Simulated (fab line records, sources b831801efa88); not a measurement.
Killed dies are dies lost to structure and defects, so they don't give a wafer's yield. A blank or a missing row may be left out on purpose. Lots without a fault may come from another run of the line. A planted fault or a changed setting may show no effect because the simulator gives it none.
fab line records | flow gf180mcu | part 1 of 2: steps 1 to 24 of 35
record lots=5 wafers=15 last_day=32
route steps=602 shown NSD@262 PSD@263 SAB@264 SALICIDE@278 CONTACT@287
lots that met no fault: from a run of the same line without faults
start_h: hours from the record's first day to the start of the lot's first wafer shown | wait_h: hours since the lot's step before | " the same as in the row above | L1.1+2: a row that stands for several wafers | - no value, or no start given | * or withheld: withheld | < > ~ a bound
route shown NAME@n: a module of which the file shows steps, and the number in the route of the first | usual: mean/standard deviation of fault-free wafers | same: alike in all rows | chamber/n: place in a boat | sites: the reading at each site | _std_site: their standard deviation | _edge_site: outer sites' mean less inner sites' | radius_mm: how far each site lies from the wafer's centre | mask NAME#n: copy n | behind: the tool/chamber that last shaped the wafer | hold: why the lot was held/for how many hours/how that ended | device: the transistor (n, p or np) that didn't switch | end of line: the same wafers' tests at the end of the route | a step without rows: its recipe alone | killed: dies lost to structure and defects at the first sort, not the wafer's yield | map: a wafer's dies, x killed, . not, _ none there
set.NAME: the setting as run; set.NAME@STEP: as run at that earlier step | model.NAME: the simulator's own value behind a step, which no gauge read
lots at some steps of the route; a table a step, a row a wafer
services: from which hour (start_h, from the record's first day; less than 0 if before it) a tool's chamber was out of use, for how many hours, and why
## steps
# step GF_PSD_RS_MEAS_14
# recipe thk_meas_gauge=four-point-probe
# usual NSD_RS=46.11/0.089
# columns lot.wafer tool chamber start_h wait_h NSD_RS[ohm/sq]
L074.1 film_metro-04 - 325.14 0.2 46.02
L074.2 " - " " 46.11
L074.6 " - " " 46.10
L077.1 film_metro-03 - 344.51 0.1 46.01
L077.2 " - " " 45.95
L077.5 " - " " 45.96
L086.1 film_metro-02 - 418.30 0.1 46.17
L086.2 " - " " 46.28
L086.3 " - " " 46.19
L087.2 film_metro-04 - 421.34 0.1 46.05
L087.3 " - " " 45.99
L087.4 " - " " 46.11
L090.1 film_metro-04 - 451.55 0.1 46.00
L090.3 " - " " 45.96
L090.4 " - " " 46.00
# step GF_PSD_RS_MEAS_15
# recipe thk_meas_gauge=four-point-probe
# usual PSD_RS=108.50/0.25
# columns lot.wafer tool chamber start_h wait_h PSD_RS[ohm/sq]
L074.1 film_metro-04 - 325.26 0.1 108.41
L074.2 " - " " 108.38
L074.6 " - " " 108.45
L077.1 film_metro-03 - 344.63 0.1 108.09
L077.2 " - " " 108.51
L077.5 " - " " 108.25
L086.1 film_metro-02 - 418.42 0.1 108.83
L086.2 " - " " 109.00
L086.3 " - " " 108.69
L087.2 film_metro-04 - 421.46 0.1 108.32
L087.3 " - " " 107.92
L087.4 " - " " 108.33
L090.1 film_metro-04 - 451.67 0.1 108.31
L090.3 " - " " 107.95
L090.4 " - " " 108.18
# step GF_SAB_CVD_00
# recipe material=SiO2 target_thk_nm=50 precursor=TEOS temp_c=400 time_s=4.9302 rf_w=600
# usual heater_power_w=638/73
# columns lot.wafer tool chamber start_h wait_h heater_power_w
L074.1 pecvd-03 2 325.38 0.1 722
L074.2 " 1 " " 576
L074.6 " 2 " " 721
L077.1 pecvd-04 1 344.75 0.1 569
L077.2 " 0 " " 622
L077.5 " 0 " " 665
L086.1 pecvd-02 0 418.54 0.1 602
L086.2 " 2 " " 595
L086.3 " 1 " " 699
L087.2 pecvd-04 1 421.56 0.1 532
L087.3 " 2 " " 660
L087.4 " 2 " " 647
L090.1 pecvd-03 2 451.79 0.1 780
L090.3 " 0 " " 507
L090.4 " 1 " " 686
# step GF_SAB_THK_MEAS_01
# recipe reads=SiO2_of_SAB_CVD_00
# usual SAB_CVD_00_THK=50.0/0.7
# columns lot.wafer tool chamber start_h wait_h SAB_CVD_00_THK[nm]
L074.1 film_metro-01 - 325.40 0.0 50.0
L074.2 " - " " 50.5
L074.6 " - " " 50.9
L077.1 film_metro-04 - 344.77 0.0 49.9
L077.2 " - " " 49.9
L077.5 " - " " 50.6
L086.1 film_metro-01 - 418.56 0.0 49.4
L086.2 " - " " 50.0
L086.3 " - " " 49.4
L087.2 film_metro-04 - 421.59 0.0 49.9
L087.3 " - " " 49.6
L087.4 " - " " 49.9
L090.1 film_metro-01 - 451.81 0.0 50.7
L090.3 " - " " 50.0
L090.4 " - " " 51.9
# step GF_SAB_DEHYDRATE_02
# recipe temp_c=200 time_s=60
# usual exhaust_pa=45.0/0.86 plate_temp_C=200.02/0.17
# columns lot.wafer tool chamber start_h wait_h exhaust_pa plate_temp_C
L074.1 litho_track-02 0 335.91 10.5 45.2 200.16
L074.2 " 0 " " 45.0 200.02
L074.6 " 0 " " 44.4 199.77
L077.1 litho_track-01 0 354.38 9.6 46.4 200.14
L077.2 " 0 " " 45.2 199.74
L077.5 " 0 " " 45.3 200.10
L086.1 litho_track-03 0 430.28 11.7 46.1 199.86
L086.2 " 0 " " 45.6 200.09
L086.3 " 0 " " 45.8 200.21
L087.2 litho_track-03 0 432.91 11.3 45.3 199.75
L087.3 " 0 " " 47.4 199.91
L087.4 " 0 " " 45.6 199.91
L090.1 litho_track-01 0 463.38 11.6 45.2 200.35
L090.3 " 0 " " 44.3 200.03
L090.4 " 0 " " 45.0 200.10
# step GF_SAB_HMDS_03
# recipe prime_time_s=60 prime_temp_c=120
# usual exhaust_pa=45.1/0.85
# columns lot.wafer tool chamber start_h wait_h exhaust_pa
L074.1 litho_track-02 0 336.06 0.1 45.8
L074.2 " 0 " " 45.7
L074.6 " 0 " " 44.8
L077.1 litho_track-01 0 354.53 0.1 43.7
L077.2 " 0 " " 44.6
L077.5 " 0 " " 44.7
L086.1 litho_track-03 0 430.43 0.1 43.5
L086.2 " 0 " " 45.2
L086.3 " 0 " " 45.4
L087.2 litho_track-03 0 433.06 0.1 44.9
L087.3 " 0 " " 45.8
L087.4 " 0 " " 45.6
L090.1 litho_track-01 0 463.53 0.1 45.4
L090.3 " 0 " " 44.5
L090.4 " 0 " " 45.4
# step GF_SAB_COAT_04
# recipe resist=NOVOLAK spin_rpm=3000 resist_thk_nm=1000
# usual exhaust_pa=45.1/0.83
# columns lot.wafer tool chamber start_h wait_h exhaust_pa
L074.1 litho_track-02 0 336.21 0.1 44.2
L074.2 " 0 " " 44.7
L074.6 " 0 " " 43.2
L077.1 litho_track-01 0 354.68 0.1 44.5
L077.2 " 0 " " 44.1
L077.5 " 0 " " 45.4
L086.1 litho_track-03 0 430.58 0.1 44.9
L086.2 " 0 " " 45.4
L086.3 " 0 " " 46.8
L087.2 litho_track-03 0 433.21 0.1 45.3
L087.3 " 0 " " 45.3
L087.4 " 0 " " 45.7
L090.1 litho_track-01 0 463.68 0.1 44.0
L090.3 " 0 " " 44.6
L090.4 " 0 " " 44.3
# step GF_SAB_SOFTBAKE_05
# recipe temp_c=90 time_s=60 resist=NOVOLAK
# usual exhaust_pa=45.2/0.87 plate_temp_C=89.99/0.11
# columns lot.wafer tool chamber start_h wait_h exhaust_pa plate_temp_C
L074.1 litho_track-02 0 336.36 0.1 47.4 89.77
L074.2 " 0 " " 45.6 89.77
L074.6 " 0 " " 47.5 89.86
L077.1 litho_track-01 0 354.83 0.1 46.7 89.98
L077.2 " 0 " " 45.0 90.20
L077.5 " 0 " " 45.5 89.98
L086.1 litho_track-03 0 430.73 0.1 44.0 89.83
L086.2 " 0 " " 46.0 89.79
L086.3 " 0 " " 44.6 89.64
L087.2 litho_track-03 0 433.36 0.1 46.2 90.03
L087.3 " 0 " " 45.3 90.11
L087.4 " 0 " " 44.4 90.17
L090.1 litho_track-01 0 463.83 0.1 43.7 89.90
L090.3 " 0 " " 44.2 89.71
L090.4 " 0 " " 45.4 89.74
# step GF_SAB_EXPOSE_06
# recipe mask_id=SAB target_cd_nm=420 na=0.6 source_shape=conventional sigma_outer=0.6 dose_mj=140
# usual reticle_temp_C=22.99/0.1
# columns lot.wafer tool chamber start_h wait_h mask reticle_temp_C
L074.1 iline_stepper-01 0 - - SAB#0 22.98
L074.2 " 0 " " SAB#0 22.94
L074.6 " 0 " " SAB#0 22.89
L077.1 iline_stepper-02 0 - - SAB#0 23.04
L077.2 " 0 " " SAB#0 23.16
L077.5 " 0 " " SAB#0 22.99
L086.1 iline_stepper-01 0 - - SAB#0 23.16
L086.2 " 0 " " SAB#0 22.85
L086.3 " 0 " " SAB#0 23.05
L087.2 iline_stepper-01 0 - - SAB#0 22.82
L087.3 " 0 " " SAB#0 22.85
L087.4 " 0 " " SAB#0 22.89
L090.1 iline_stepper-01 0 - - SAB#0 22.97
L090.3 " 0 " " SAB#0 23.06
L090.4 " 0 " " SAB#0 22.86
# step GF_SAB_PEB_07
# recipe temp_c=withheld time_s=* resist=NOVOLAK
# usual exhaust_pa=45.2/0.92
# columns lot.wafer tool chamber start_h wait_h exhaust_pa
L074.1 litho_track-01 0 - - 44.7
L074.2 " 0 " " 46.1
L074.6 " 0 " " 46.3
L077.1 litho_track-03 0 - - 45.1
L077.2 " 0 " " 45.4
L077.5 " 0 " " 45.7
L086.1 litho_track-01 0 - - 45.5
L086.2 " 0 " " 44.2
L086.3 " 0 " " 46.0
L087.2 litho_track-02 0 - - 45.1
L087.3 " 0 " " 47.1
L087.4 " 0 " " 43.7
L090.1 litho_track-01 0 - - 44.1
L090.3 " 0 " " 45.5
L090.4 " 0 " " 44.0
# step GF_SAB_DEVELOP_08
# recipe develop_time_s=60 dev_temp_c=23
# usual exhaust_pa=44.8/0.85
# columns lot.wafer tool chamber start_h wait_h exhaust_pa
L074.1 litho_track-01 0 347.03 0.1 44.7
L074.2 " 0 " " 45.0
L074.6 " 0 " " 44.7
L077.1 litho_track-03 0 366.33 0.1 42.4
L077.2 " 0 " " 43.6
L077.5 " 0 " " 44.4
L086.1 litho_track-01 0 442.83 0.1 45.8
L086.2 " 0 " " 44.5
L086.3 " 0 " " 45.5
L087.2 litho_track-02 0 445.03 0.1 45.0
L087.3 " 0 " " 43.8
L087.4 " 0 " " 45.9
L090.1 litho_track-01 0 475.73 0.1 45.0
L090.3 " 0 " " 46.5
L090.4 " 0 " " 45.8
# step GF_SAB_CD_MEAS_09
# recipe target_cd_nm=420
# usual cd_nm=420.0/2.3
# columns lot.wafer tool chamber start_h wait_h cd_nm
L074.1 cd_sem-01 - 347.18 0.1 422.2
L074.2 " - " " 423.7
L074.6 " - " " 424.1
L077.1 cd_sem-02 - 366.48 0.1 422.9
L077.2 " - " " 422.7
L077.5 " - " " 422.5
L086.1 cd_sem-01 - 442.98 0.1 420.2
L086.2 " - " " 417.5
L086.3 " - " " 420.1
L087.2 cd_sem-01 - 445.17 0.1 420.8
L087.3 " - " " 422.0
L087.4 " - " " 419.4
L090.1 cd_sem-01 - 475.88 0.1 420.9
L090.3 " - " " 421.1
L090.4 " - " " 420.5
# step GF_SAB_OVL_MEAS_10
# usual SAB_OVL=0.4/1.3
# columns lot.wafer tool chamber start_h wait_h SAB_OVL[nm]
L074.1 overlay-01 - 347.30 0.1 1.5
L074.2 " - " " 0.1
L074.6 " - " " 1.1
L077.1 overlay-01 - 366.60 0.1 0.7
L077.2 " - " " 0.2
L077.5 " - " " 0.3
L086.1 overlay-02 - 443.10 0.1 1.6
L086.2 " - " " 1.8
L086.3 " - " " 2.7
L087.2 overlay-01 - 445.28 0.1 -0.6
L087.3 " - " " -0.1
L087.4 " - " " 0.5
L090.1 overlay-02 - 476.00 0.1 0.4
L090.3 " - " " -1.8
L090.4 " - " " -1.0
# step GF_SAB_ETCH_11
# recipe chemistry=C4F8/O2/Ar mask_material=NOVOLAK target=SiO2 target_depth_nm=55 source_w=1500 bias_w=1200 pressure_mtorr=40 c4f8_flow_sccm=withheld O2_flow_sccm=6 Ar_flow_sccm=300 time_s=8.5
# usual chamber_pressure_mTorr=40.00/0.038 oes_product_au=1.001/0.011
# columns lot.wafer tool chamber start_h wait_h chamber_pressure_mTorr oes_product_au rf_hours_counter_h
L074.1 rie_diel-04 1 347.34 0.0 39.95 1.016 36
L074.2 " 0 " " 40.02 1.010 80
L074.6 " 2 " " 40.05 1.017 -
L077.1 rie_diel-04 1 366.64 0.0 39.98 0.995 36
L077.2 " 3 " " 40.06 0.999 12
L077.5 " 3 " " 40.04 1.009 -
L086.1 rie_diel-04 2 443.14 0.0 39.96 1.008 83
L086.2 " 1 " " 39.97 1.001 39
L086.3 " 3 " " 40.01 1.023 14
L087.2 rie_diel-02 0 445.31 0.0 39.98 0.991 17
L087.3 " 2 " " 40.03 0.990 103
L087.4 " 3 " " 39.97 0.995 23
L090.1 rie_diel-02 2 476.04 0.0 39.99 0.976 0
L090.3 " 0 " " 40.03 0.997 17
L090.4 " 3 " " 40.01 0.992 24
# step GF_SAB_WET_ETCH_12
# recipe chemistry=dHF target_depth_nm=22 dry=n2_spin target=SiO2 temp_c=25 dilution=100:1 time_s=440
# usual temp_c=25.00/0.12
# columns lot.wafer tool chamber start_h wait_h temp_c
L074.1 wet_bench-01 3 347.36 0.0 25.03
L074.2 " 3 " " 25.02
L074.6 " 3 " " 24.96
L077.1 wet_bench-01 0 366.66 0.0 24.89
L077.2 " 0 " " 24.93
L077.5 " 0 " " 25.12
L086.1 wet_bench-01 1 443.16 0.0 24.91
L086.2 " 1 " " 25.00
L086.3 " 1 " " 24.90
L087.2 wet_bench-01 2 445.37 0.1 24.85
L087.3 " 2 " " 24.95
L087.4 " 2 " " 25.00
L090.1 wet_bench-01 1 476.06 0.0 25.14
L090.3 " 1 " " 24.99
L090.4 " 1 " " 25.20
# step GF_SAB_STRIP_13
# recipe chemistry=O2/N2 power_w=1400 pressure_mtorr=1500 platen_temp_c=250 o2_flow_sccm=3000 n2_flow_sccm=300 overash_fraction=0.5
# usual chamber_pressure_mTorr=1500.1/1.5 drypump_motor_current_A=5.6/0.52 heater_power_w=351/40 oes_product_au=0.710/0.0041 strip_time_to_endpoint_s=12.62/0.04
# columns lot.wafer tool chamber start_h wait_h chamber_pressure_mTorr drypump_motor_current_A heater_power_w oes_product_au rf_hours_counter_h strip_time_to_endpoint_s
L074.1 plasma_asher-04 0 347.49 0.0 1500.8 5.4 425 0.713 24 12.70
L074.2 " 1 " " 1499.9 6.2 350 0.704 24 12.69
L074.6 " 0 " " 1502.2 5.4 416 0.716 - 12.72
L077.1 plasma_asher-04 1 366.79 0.0 1500.6 6.2 349 0.713 26 12.60
L077.2 " 0 " " 1498.0 5.4 421 0.717 26 12.59
L077.5 " 0 " " 1498.8 5.4 417 0.706 - 12.57
L086.1 plasma_asher-01 1 443.29 0.0 1500.2 4.8 355 0.704 80 12.57
L086.2 " 0 " " 1498.8 5.8 301 0.709 80 12.60
L086.3 " 0 " " 1500.8 5.8 297 0.710 - 12.57
L087.2 plasma_asher-02 0 445.50 0.0 1500.8 5.1 301 0.710 67 12.62
L087.3 " 1 " " 1498.2 6.3 334 0.713 - 12.60
L087.4 " 0 " " 1499.8 5.1 307 0.714 - 12.59
L090.1 plasma_asher-04 1 476.19 0.0 1498.9 6.2 354 0.711 37 12.57
L090.3 " 1 " " 1502.3 6.2 353 0.708 - 12.58
L090.4 " 0 " " 1500.1 5.4 417 0.707 - 12.60
# step GF_SALICIDE_CLEAN_00
# recipe chemistry=SC1/SC2 mix=1:4:20 temp_c=70 time_s=150
# usual bath_guard_temp_C=70.0/0.45 temp_c=70.01/0.12
# columns lot.wafer tool chamber start_h wait_h bath_guard_temp_C temp_c
L074.1 wet_bench-04 1 347.59 0.1 69.4 69.84
L074.2 " 1 " " 69.6 70.05
L074.6 " 1 " " 69.5 69.97
L077.1 wet_bench-04 3 366.89 0.1 70.9 70.02
L077.2 " 3 " " 70.3 69.93
L077.5 " 3 " " 70.8 69.87
L086.1 wet_bench-01 0 443.39 0.1 70.9 70.15
L086.2 " 0 " " 70.8 70.21
L086.3 " 0 " " 70.9 70.04
L087.2 wet_bench-01 2 445.60 0.1 69.4 70.13
L087.3 " 2 " " 69.7 70.05
L087.4 " 2 " " 69.8 70.22
L090.1 wet_bench-03 1 476.29 0.1 69.8 69.83
L090.3 " 1 " " 70.1 70.16
L090.4 " 1 " " 69.6 69.95
# step GF_SALICIDE_WET_ETCH_01
# recipe chemistry=dHF target_depth_nm=5 dry=ipa_marangoni target=SiO2 temp_c=25 dilution=100:1 time_s=100
# usual temp_c=25.00/0.1
# columns lot.wafer tool chamber start_h wait_h temp_c
L074.1 wet_bench-01 3 347.65 0.0 24.84
L074.2 " 3 " " 25.05
L074.6 " 3 " " 24.85
L077.1 wet_bench-01 0 366.95 0.0 24.96
L077.2 " 0 " " 25.19
L077.5 " 0 " " 24.88
L086.1 wet_bench-03 3 443.44 0.0 25.09
L086.2 " 3 " " 25.01
L086.3 " 3 " " 24.92
L087.2 wet_bench-04 3 445.65 0.0 24.96
L087.3 " 3 " " 25.05
L087.4 " 3 " " 25.04
L090.1 wet_bench-01 2 476.34 0.0 24.94
L090.3 " 2 " " 24.96
L090.4 " 2 " " 25.05
# step GF_SALICIDE_SPUTTER_02
# recipe material=Co target_thk_nm=10 power_w=1000 time_s=20 chamber_pressure_pa=0.4
# usual throttle_valve_pct=29.4/1.1
# columns lot.wafer tool chamber start_h wait_h throttle_valve_pct
L074.1 pvd_sputter-03 - 347.68 0.0 31.3
L074.2 " - " " 30.3
L074.6 " - " " 27.8
L077.1 pvd_sputter-02 - 366.98 0.0 28.0
L077.2 " - " " 30.8
L077.5 " - " " 30.4
L086.1 pvd_sputter-03 - 443.48 0.0 30.4
L086.2 " - " " 28.3
L086.3 " - " " 28.0
L087.2 pvd_sputter-03 - 445.73 0.0 28.3
L087.3 " - " " 30.3
L087.4 " - " " 28.1
L090.1 pvd_sputter-03 - 476.38 0.0 30.4
L090.3 " - " " 28.3
L090.4 " - " " 28.2
# step GF_SALICIDE_SPUTTER_03
# recipe material=TiN target_thk_nm=20 power_w=6500 time_s=16.7 chamber_pressure_pa=0.4
# usual throttle_valve_pct=29.5/1.1
# columns lot.wafer tool chamber start_h wait_h throttle_valve_pct
L074.1 pvd_sputter-03 - 347.71 0.0 31.1
L074.2 " - " " 30.4
L074.6 " - " " 28.3
L077.1 pvd_sputter-02 - 367.01 0.0 28.3
L077.2 " - " " 30.6
L077.5 " - " " 30.7
L086.1 pvd_sputter-03 - 443.51 0.0 30.5
L086.2 " - " " 28.3
L086.3 " - " " 28.3
L087.2 pvd_sputter-03 - 445.75 0.0 28.4
L087.3 " - " " 30.1
L087.4 " - " " 27.8
L090.1 pvd_sputter-03 - 476.41 0.0 30.0
L090.3 " - " " 28.2
L090.4 " - " " 28.5
# step GF_SALICIDE_RS_MEAS_04
# recipe thk_meas_gauge=four-point-probe reads=TiN_of_SALICIDE_SPUTTER_03+Co_of_SALICIDE_SPUTTER_02
# usual SALICIDE_TIN_RS=16.3/0.31
# columns lot.wafer tool chamber start_h wait_h SALICIDE_TIN_RS[ohm/sq]
L074.1 film_metro-02 - 347.73 0.0 15.9
L074.2 " - " " 16.1
L074.6 " - " " 15.7
L077.1 film_metro-01 - 367.04 0.0 16.4
L077.2 " - " " 16.5
L077.5 " - " " 16.2
L086.1 film_metro-01 - 443.54 0.0 16.8
L086.2 " - " " 16.5
L086.3 " - " " 16.5
L087.2 film_metro-02 - 445.80 0.0 16.7
L087.3 " - " " 17.1
L087.4 " - " " 16.5
L090.1 film_metro-03 - 476.43 0.0 16.8
L090.3 " - " " 16.7
L090.4 " - " " 16.7
# step GF_SALICIDE_THK_MEAS_05
# recipe thk_meas_gauge=xrf reads=TiN_of_SALICIDE_SPUTTER_03
# usual SALICIDE_TIN_THK=20.04/0.24
# columns lot.wafer tool chamber start_h wait_h SALICIDE_TIN_THK[nm]
L074.1 film_metro-02 - 347.85 0.1 20.09
L074.2 " - " " 20.18
L074.6 " - " " 20.08
L077.1 film_metro-01 - 367.16 0.1 19.88
L077.2 " - " " 19.95
L077.5 " - " " 20.12
L086.1 film_metro-01 - 443.66 0.1 20.28
L086.2 " - " " 20.27
L086.3 " - " " 20.06
L087.2 film_metro-02 - 445.91 0.1 19.95
L087.3 " - " " 19.85
L087.4 " - " " 20.03
L090.1 film_metro-03 - 476.55 0.1 19.89
L090.3 " - " " 19.66
L090.4 " - " " 19.95
# step GF_SALICIDE_RTA_06
# recipe temp_c=530 time_s=30 ambient=N2
# usual lamp_power_pct=6.0/0.35 wafer_temp_C_max=533.0/0.69
# columns lot.wafer tool chamber start_h wait_h lamp_power_pct wafer_temp_C_max
L074.1 rtp_anneal-02 0 347.91 0.1 6.4 531.8
L074.2 " 0 " " 6.4 532.1
L074.6 " 0 " " 6.4 533.0
L077.1 rtp_anneal-01 0 367.22 0.1 5.7 534.1
L077.2 " 0 " " 5.7 533.3
L077.5 " 0 " " 5.7 533.8
L086.1 rtp_anneal-01 0 443.72 0.1 5.7 533.4
L086.2 " 0 " " 5.7 534.1
L086.3 " 0 " " 5.7 533.0
L087.2 rtp_anneal-01 0 445.98 0.1 5.7 532.8
L087.3 " 0 " " 5.7 533.0
L087.4 " 0 " " 5.7 533.2
L090.1 rtp_anneal-02 0 476.61 0.1 6.4 533.9
L090.3 " 0 " " 6.4 532.8
L090.4 " 0 " " 6.4 533.7
# step GF_SALICIDE_WET_ETCH_07
# recipe chemistry=SPM target_depth_nm=120 dry=n2_spin
# columns lot.wafer tool chamber start_h wait_h
L074.1+2+6 wet_bench-01 1 348.01 0.1
L077.1+2+5 wet_bench-04 1 367.32 0.1
L086.1+2+3 wet_bench-03 3 443.82 0.1
L087.2+3+4 wet_bench-01 1 446.06 0.1
L090.1+3+4 wet_bench-01 2 476.71 0.1
